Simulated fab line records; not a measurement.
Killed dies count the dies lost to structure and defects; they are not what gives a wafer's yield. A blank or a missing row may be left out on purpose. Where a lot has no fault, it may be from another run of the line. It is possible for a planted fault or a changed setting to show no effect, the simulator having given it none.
Which tool is to blame? / flow gf180mcu / Sampling: 7 lots, 21 wafers, 3 of 602 route steps

## WHAT EACH GAUGE READ, for each wafer
GF_HV_LDD_TW_MEAS_50.
lot=L144; measured=day 13 00:50; on=filmMetro-03; HV_LDD_4_TW=564 567 565
lot=L149; measured=day 14 14:08; on=filmMetro-03; HV_LDD_4_TW=570 568 569
lot=L153; measured=day 15 11:43; on=filmMetro-02; HV_LDD_4_TW=30 30 30
lot=L157; measured=day 16 20:59; on=filmMetro-01; HV_LDD_4_TW=560 565 565
lot=L159; measured=day 17 19:16; on=filmMetro-02; HV_LDD_4_TW=578 573 571
lot=L162; measured=day 19 01:08; on=filmMetro-03; HV_LDD_4_TW=571 569 567
lot=L165; measured=day 19 15:23; on=filmMetro-01; HV_LDD_4_TW=567 567 569

## WHAT TOOL EACH LOT RAN ON (gives the tool, then ch and the chambers of the sampled wafers, and finally the start)
lot=L144; GF_HV_LDD_STRIP_10=plasmaAsher-04 ch 0,1, day 10 14:07; GF_HV_LDD_IMPLANT_48=implanter-03 ch 0, day 13 00:35
lot=L149; GF_HV_LDD_STRIP_10=plasmaAsher-02 ch 0,1, day 12 02:46; GF_HV_LDD_IMPLANT_48=implanter-03 ch 0, day 14 13:56
lot=L153; GF_HV_LDD_STRIP_10=plasmaAsher-03 ch 0,1, day 12 23:17; GF_HV_LDD_IMPLANT_48=implanter-03, day 15 11:28
lot=L157; GF_HV_LDD_STRIP_10=plasmaAsher-03 ch 0,1, day 14 05:37; GF_HV_LDD_IMPLANT_48=implanter-03 ch 0, day 16 20:46
lot=L159; GF_HV_LDD_STRIP_10=plasmaAsher-03 ch 0,1, day 15 00:53; GF_HV_LDD_IMPLANT_48=implanter-03 ch 0, day 17 19:01
lot=L162; GF_HV_LDD_STRIP_10=plasmaAsher-03 ch 0,1, day 16 03:05; GF_HV_LDD_IMPLANT_48=implanter-04 ch 0, day 19 00:53
lot=L165; GF_HV_LDD_STRIP_10=plasmaAsher-03 ch 0,1, day 16 15:59; GF_HV_LDD_IMPLANT_48=implanter-04 ch 0, day 19 15:08
- GF_HV_LDD_STRIP_10: strips in O2/N2.
- GF_HV_LDD_IMPLANT_48

## THE ANSWER, worked out from the rows above alone
Rule: the lots themselves supply what counts as usual. The widest of any qualifying gaps counts: lots, ordered by their means at a reading, are off when they make up no more than a third of the lots, leave a main group of 4 or more, and stand apart from it by 3 or more times the standard deviation of that group's means. If all means in a main group match to the digits the tables above print for the reading, that group is not used. A lot without any number at a reading at which 4 lots or more have one is off too. Where the step has rows for the other lots, those lots are counted as sound.
Off: L153, seen at GF_HV_LDD_TW_MEAS_50 (HV_LDD_4_TW). For the main group the mean is 568 and the standard deviation 3.3.
If a tool, at a process step before that reading, ran all the lots that are off and no sound lot after the first of them, it fits. Gauges at GF_HV_LDD_TW_MEAS_50: tried the same way as those tools. None of those tried fits.

## WHAT THE SIMULATOR HAD INSERTED
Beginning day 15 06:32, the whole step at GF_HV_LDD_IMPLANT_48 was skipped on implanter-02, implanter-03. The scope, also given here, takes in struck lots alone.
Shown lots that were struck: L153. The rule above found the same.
